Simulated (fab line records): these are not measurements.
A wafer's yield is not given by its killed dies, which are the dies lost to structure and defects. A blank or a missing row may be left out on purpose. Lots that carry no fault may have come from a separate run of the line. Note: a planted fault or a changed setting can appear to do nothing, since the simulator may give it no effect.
Matching of chambers ; flow sky130 ; rie-diel-03 running SKY_LI_CONTACT_ETCH_15: 4 sister chambers
The step etches PSG in C4F8/O2/Ar, stops on Si, target depth 600 nm. 8 wafers are shown with their chamber, then 8 later ones without.

WAFERS WITH THEIR CHAMBER
wafer;chamber;oes-product-au (a.u.)
L727.6;0;0.833
L728.6;1;0.842
L732.4;3;0.835
L732.5;0;0.842
L736.1;3;0.838
L736.5;2;0.832
L736.6;1;0.845
L737.1;2;0.836

WAFERS WITHOUT THEIR CHAMBER
wafer;oes-product-au (a.u.)
L737.4;0.840
L737.5;0.828
L745.1;0.839
L745.3;0.852
L745.6;0.841
L748.2;0.835
L748.5;0.842
L748.6;0.843

THE CHAMBER EACH PASSED THROUGH
wafer;from the rows above;in truth
L737.4;can't be placed: 0 or 1 or 3 or 2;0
L737.5;can't be placed: 2 or 3 or 0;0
L745.1;can't be placed: 0 or 3 or 1 or 2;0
L745.3;can't be placed: 1 or 0 or 3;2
L745.6;can't be placed: 1 or 0 or 3 or 2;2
L748.2;can't be placed: 2 or 3 or 0 or 1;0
L748.5;can't be placed: 1 or 0 or 3 or 2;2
L748.6;can't be placed: 1 or 0 or 3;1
0 of 8 placed correctly. Cannot be placed on the basis of these rows: 8; the candidates contain the true chamber in 7. Wrongly placed: 0.
How it was worked out, from the rows above alone: a wafer's distance from a chamber is the root of the sum, over the readings, of the square of ((its reading less the chamber's mean) divided by the reading's scatter). The wafer belongs to the nearest chamber; if the next one is less than 2 further off, it can't be placed. For every chamber, the mean is computed from those of its wafers that are shown. How the scatter is found: for the shown wafers, subtract from each reading the mean of its chamber, square and add these, divide the total by (wafers less chambers), then take the root.
